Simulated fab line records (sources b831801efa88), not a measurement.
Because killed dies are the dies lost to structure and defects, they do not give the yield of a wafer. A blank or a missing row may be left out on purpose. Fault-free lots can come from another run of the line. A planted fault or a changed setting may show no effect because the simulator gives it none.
fab line records | flow sky130
record: lots: 12 wafers: 36 last-day: 50
route steps=708 shown GATE_OXIDE@200 LDD_HVN@274 LDD_HVP@286 SPACER@306
lots that met no fault: taken from a fault-free run of the same line
start-h: start of the lot's first displayed wafer, in hours after the record's first day | wait-h: how many hours have passed since the lot's step before this one | " the same as in the row above | L1.1+2: a row that stands for several wafers | - value missing, or start not given | * or withheld: withheld | < > ~ a bound
route shown NAME@n: a module of which the file shows steps, and the number in the route of the first | usual: the fault-free wafers' mean and standard deviation | same: alike in all rows | chamber/n: place in a boat | sites: readings site by site | _std_site: the values' standard deviation | _edge_site: inner sites' mean taken away from outer sites' mean | radius-mm: for every site, how far away it sits from the centre of the wafer | mask NAME#n: copy n | behind: the tool/chamber that last shaped the wafer | hold: why the lot went on hold/how many hours it stayed there/how the hold came to an end | device: the n, p or np transistor that did not switch | end of line: the same wafers' tests at the end of the route | a step with no rows: only its recipe | killed: count of dies lost to structure and defects at first sort (not the wafer's yield) | map: per-die view of a wafer (x killed, . not killed, _ where there is no die)
set.NAME: the setting the step ran with; set.NAME@STEP: the setting that earlier step ran with | model.NAME: the simulator's own value behind a step, which no gauge read
a sample of lots followed through the steps of the route, with each step as a table and each wafer as a row
services: from which hour (start-h, from the record's first day; less than 0 if before it) a tool's chamber was out of use, for how many hours, and why
== steps ==
step: SKY_GATE_OXIDE_STRIP_13
recipe: chemistry: O2/N2 power-w: 1400 pressure-mtorr: 1500 platen-temp-c: withheld o2-flow-sccm: 3000 n2-flow-sccm: 300 overash-fraction: 0.5
usual: drypump-motor-current-A: 5.5/0.4 oes-product-au: 0.716/0.0043 strip-time-to-endpoint-s: 14.19/0.04
columns lot.wafer tool chamber start-h wait-h drypump-motor-current-A oes-product-au rf-hours-counter-h strip-time-to-endpoint-s
L896.2 plasma-asher-01 0 316.81 0.0 5.7 0.714 57 14.22
L896.3 " 1 " " 5.6 0.716 - 14.22
L896.6 " 1 " " 5.6 0.714 - 14.20
L897.1 plasma-asher-04 0 331.00 0.0 6.0 0.708 63 14.16
L897.3 " 1 " " 5.0 0.716 - 14.15
L897.6 " 1 " " 5.0 0.715 - 14.09
L903.1 plasma-asher-04 1 374.36 0.0 5.0 0.716 67 14.26
L903.2 " 0 " " 6.0 0.716 67 14.26
L903.4 " 1 " " 5.0 0.713 - 14.22
L905.3 plasma-asher-04 0 404.60 0.0 5.9 0.719 - 14.22
L905.4 " 1 " " 5.0 0.718 - 14.25
L905.5 " 0 " " 5.9 0.717 - 14.21
L906.1 plasma-asher-03 0 408.77 0.0 5.1 0.712 60 14.14
L906.3 " 0 " " 5.0 0.719 - 14.14
L906.4 " 1 " " 5.9 0.711 - 14.15
L907.4 plasma-asher-03 1 417.27 0.0 5.9 0.721 - 14.18
L907.5 " 0 " " 5.0 0.722 - 14.18
L907.6 " 1 " " 5.9 0.718 - 14.16
L909.1 plasma-asher-03 0 429.82 0.0 5.0 0.718 63 14.19
L909.2 " 1 " " 5.9 0.709 63 14.17
L909.3 " 0 " " 5.1 0.725 - 14.21
L912.2 plasma-asher-04 0 455.89 0.0 6.0 0.716 75 14.21
L912.3 " 0 " " 6.0 0.720 - 14.18
L912.4 " 1 " " 5.0 0.715 - 14.20
L913.3 plasma-asher-03 0 465.12 0.0 5.0 0.713 - 14.25
L913.4 " 1 " " 5.9 0.717 - 14.18
L913.6 " 1 " " 5.9 0.715 - 14.22
L915.1 plasma-asher-03 1 475.16 0.0 5.9 0.720 67 14.18
L915.2 " 0 " " 5.0 0.718 67 14.21
L915.4 " 0 " " 5.1 0.724 - 14.18
L916.3 plasma-asher-01 0 483.04 0.0 5.7 0.707 - 14.16
L916.5 " 0 " " 5.8 0.704 - 14.20
L916.6 " 1 " " 5.6 0.710 - 14.18
L918.1 plasma-asher-01 0 500.99 0.0 5.7 0.716 6 14.18
L918.3 " 0 " " 5.7 0.711 - 14.16
L918.6 " 0 " " 5.7 0.717 - 14.18
step: SKY_LDD_HVN_OVL_MEAS_07
usual: LDD_HVN_OVL: -1.2/1.5
columns lot.wafer tool chamber start-h wait-h LDD_HVN_OVL[nm]
L896.2 overlay-01 - 471.99 0.1 -0.4
L896.3 " - " " -2.0
L896.6 " - " " -0.6
L897.1 overlay-02 - 486.47 0.1 -2.7
L897.3 " - " " -0.2
L897.6 " - " " -1.9
L903.1 overlay-01 - 540.24 0.1 -0.8
L903.2 " - " " 0.6
L903.4 " - " " 1.0
L905.3 overlay-02 - 564.55 0.1 1.6
L905.4 " - " " -0.8
L905.5 " - " " 0.8
L906.1 overlay-01 - 566.97 0.1 -2.5
L906.3 " - " " -0.9
L906.4 " - " " -1.0
L907.4 overlay-02 - 576.19 0.1 -1.7
L907.5 " - " " 1.3
L907.6 " - " " 0.4
L909.1 overlay-01 - 593.24 0.1 -3.6
L909.2 " - " " -3.1
L909.3 " - " " -4.2
L912.2 overlay-01 - 614.08 0.1 -0.8
L912.3 " - " " -1.4
L912.4 " - " " 2.3
L913.3 overlay-01 - 624.93 0.1 -3.2
L913.4 " - " " -1.2
L913.6 " - " " -3.4
L915.1 overlay-01 - 635.72 0.1 -1.6
L915.2 " - " " -2.4
L915.4 " - " " 0.1
L916.3 overlay-01 - 640.45 0.1 -0.4
L916.5 " - " " 0.0
L916.6 " - " " -2.8
L918.1 overlay-01 - 657.59 0.1 -2.6
L918.3 " - " " -2.3
L918.6 " - " " -1.8
step: SKY_LDD_HVP_IMPLANT_08
recipe: species: B energy-kev: 19.78 dose-cm2: 1.7e+13 tilt-deg: 17.9
usual: tilt-deg: 17.901/0.021
columns lot.wafer tool chamber start-h wait-h tilt-deg
L896.2 implanter-01 0 502.46 0.0 17.905
L896.3 " 0 " " 17.894
L896.6 " 0 " " 17.930
L897.1 implanter-04 0 517.69 0.0 17.928
L897.3 " 0 " " 17.922
L897.6 " 0 " " 17.931
L903.1 implanter-02 0 569.64 0.0 17.877
L903.2 " 0 " " 17.880
L903.4 " 0 " " 17.880
L905.3 implanter-02 0 594.27 0.1 -0.010
L905.4 " 0 " " -0.006
L905.5 " 0 " " -0.013
L906.1 implanter-02 0 595.94 0.0 0.021
L906.3 " 0 " " 0.032
L906.4 " 0 " " 0.034
L907.4 implanter-02 0 605.21 0.1 0.005
L907.5 " 0 " " 0.018
L907.6 " 0 " " -0.012
L909.1 implanter-01 0 622.04 0.0 17.909
L909.2 " 0 " " 17.877
L909.3 " 0 " " 17.867
L912.2 implanter-04 0 642.91 0.0 17.898
L912.3 " 0 " " 17.896
L912.4 " 0 " " 17.921
L913.3 implanter-04 0 653.11 0.1 17.873
L913.4 " 0 " " 17.888
L913.6 " 0 " " 17.900
L915.1 implanter-01 0 663.82 0.0 17.909
L915.2 " 0 " " 17.935
L915.4 " 0 " " 17.938
L916.3 implanter-01 0 668.66 0.1 17.868
L916.5 " 0 " " 17.893
L916.6 " 0 " " 17.856
L918.1 implanter-01 0 685.56 0.0 17.951
L918.3 " 0 " " 17.915
L918.6 " 0 " " 17.927
step: SKY_LDD_HVP_TW_MEAS_10
usual: LDD_HVP_TW: 455/5.9
columns lot.wafer tool chamber start-h wait-h LDD_HVP_TW
L896.2 film-metro-03 - 502.70 0.1 456
L896.3 " - " " 458
L896.6 " - " " 457
L897.1 film-metro-04 - 517.94 0.1 460
L897.3 " - " " 460
L897.6 " - " " 461
L903.1 film-metro-02 - 569.89 0.1 447
L903.2 " - " " 449
L903.4 " - " " 444
L905.3 film-metro-02 - 594.49 0.1 402
L905.4 " - " " 402
L905.5 " - " " 403
L906.1 film-metro-04 - 596.19 0.1 413
L906.3 " - " " 413
L906.4 " - " " 415
L907.4 film-metro-04 - 605.42 0.1 411
L907.5 " - " " 411
L907.6 " - " " 412
L909.1 film-metro-04 - 622.29 0.1 460
L909.2 " - " " 462
L909.3 " - " " 461
L912.2 film-metro-04 - 643.15 0.1 460
L912.3 " - " " 463
L912.4 " - " " 462
L913.3 film-metro-04 - 653.33 0.1 462
L913.4 " - " " 457
L913.6 " - " " 462
L915.1 film-metro-04 - 664.07 0.1 459
L915.2 " - " " 460
L915.4 " - " " 462
L916.3 film-metro-02 - 668.88 0.1 448
L916.5 " - " " 450
L916.6 " - " " 447
L918.1 film-metro-03 - 685.81 0.1 456
L918.3 " - " " 455
L918.6 " - " " 455
step: SKY_SPACER_ETCHBACK_02
recipe: chemistry: CH3F/O2 target: Si3N4 stop-on: SiO2 source-w: 400 bias-w: 80 pressure-mtorr: 25 ch3f-flow-sccm: 40 O2_flow_sccm: 30 time-s: 46.7 target-depth-a: 450
usual: drypump-motor-current-A: 5.74/0.3 oes-product-au: 0.857/0.0066 throttle-valve-pct: 10.562/0.0094
columns lot.wafer tool chamber start-h wait-h drypump-motor-current-A oes-product-au rf-hours-counter-h throttle-valve-pct
L896.2 rie-diel-02 3 534.25 0.0 5.78 0.857 4 10.560
L896.3 " 2 " " 5.59 0.861 10 10.557
L896.6 " 0 " " 5.63 0.863 - 10.566
L897.1 rie-diel-01 3 549.86 0.1 5.60 0.865 61 10.549
L897.3 " 1 " " 6.55 0.857 78 10.562
L897.6 " 0 " " 5.42 0.858 - 10.556
L903.1 rie-diel-03 3 601.10 0.1 5.53 0.851 4 10.556
L903.2 " 1 " " 5.67 0.849 37 10.562
L903.4 " 2 " " 5.59 0.858 7 10.566
L905.3 rie-diel-01 2 625.38 0.0 5.94 0.859 49 10.565
L905.4 " 3 " " 5.59 0.853 - 10.562
L905.5 " 1 " " 6.54 0.860 - 10.570
L906.1 rie-diel-01 3 627.95 0.1 5.61 0.859 62 10.559
L906.3 " 0 " " 5.43 0.846 0 10.565
L906.4 " 2 " " 5.95 0.848 49 10.563
L907.4 rie-diel-01 3 636.15 0.0 5.62 0.858 63 10.567
L907.5 " 0 " " 5.43 0.857 - 10.560
L907.6 " 1 " " 6.54 0.858 - 10.561
L909.1 rie-diel-02 2 652.06 0.1 5.59 0.846 12 10.537
L909.2 " 1 " " 5.88 0.850 19 10.553
L909.3 " 0 " " 5.66 0.852 10 10.571
L912.2 rie-diel-03 2 674.01 0.0 5.61 0.858 9 10.576
L912.3 " 1 " " 5.65 0.851 39 10.571
L912.4 " 0 " " 5.68 0.853 60 10.557
L913.3 rie-diel-02 3 683.51 0.0 5.77 0.851 7 10.580
L913.4 " 2 " " 5.61 0.854 13 10.563
L913.6 " 2 " " 5.61 0.849 - 10.558
L915.1 rie-diel-02 0 694.52 0.1 5.65 0.861 11 10.585
L915.2 " 3 " " 5.76 0.865 8 10.548
L915.4 " 3 " " 5.77 0.856 - 10.565
L916.3 rie-diel-02 3 699.41 0.0 5.80 0.861 8 10.573
L916.5 " 3 " " 5.79 0.857 - 10.551
L916.6 " 2 " " 5.59 0.870 - 10.537
L918.1 rie-diel-01 3 715.88 0.1 5.61 0.849 1 10.567
L918.3 " 1 " " 6.55 0.854 3 10.564
L918.6 " 1 " " 6.55 0.855 - 10.558
== services ==
columns tool chamber start-h hours kind
rie-diel-02 1 333.56 1.2 repair
implanter-01 - 335.64 3.1 repair
rie-diel-01 0 351.74 7.7 repair
implanter-01 - 371.80 1.2 repair
rie-diel-01 3 380.84 9.0 repair
rie-diel-01 0 396.09 5.3 repair
rie-diel-02 0 424.68 7.7 repair
rie-diel-02 - 453.95 2.8 pm
rie-diel-01 3 457.83 5.0 repair
rie-diel-01 2 509.21 5.8 repair
rie-diel-02 1 527.48 17.8 repair
plasma-asher-03 - 529.49 5.5 repair
rie-diel-01 3 529.82 6.2 repair
rie-diel-02 2 562.18 18.7 repair
rie-diel-01 - 565.46 0.2 repair
plasma-asher-03 - 565.76 0.9 repair
rie-diel-01 1 568.89 3.3 repair
rie-diel-02 0 612.47 11.0 repair
implanter-01 - 626.47 6.1 pm
implanter-01 - 636.82 1.4 repair
rie-diel-02 3 644.05 9.2 repair
plasma-asher-03 - 647.15 2.8 pm
rie-diel-02 3 657.98 4.8 repair
rie-diel-02 2 668.04 10.4 repair
== key ==
first-sign: step: SKY_LDD_HVP_IMPLANT_08 reading: tilt-deg direction: down sigmas: 99+ usual: * struck: *
effect: step: SKY_LDD_HVP_TW_MEAS_10 reading: LDD_HVP_TW direction: down sigmas: 7.8 usual: 455 struck: 409
met-at SKY_LDD_HVP_IMPLANT_08
struck-lots L905,L906,L907
tester-left-out L905,L906,L907
not-acting-at SKY_GATE_OXIDE_STRIP_13,SKY_LDD_HVN_OVL_MEAS_07,SKY_SPACER_ETCHBACK_02
onset-between 569.64 594.27
fault: kind: process-parameter-drift tool: implanter-02 chamber: - onset-h: 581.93 steps: SKY_LDD_HVP_IMPLANT_08 channel: tilt-deg offset: * shape: step end-h: 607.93 acts-in: * stated: *
tester-left-out: of these lots the tester's yield and bins aren't shown, on N5 and GAA mostly nor the transistor test; their killed dies are dies lost to structure and defects alone, not to doping, threshold or leakage, so they don't give the yield
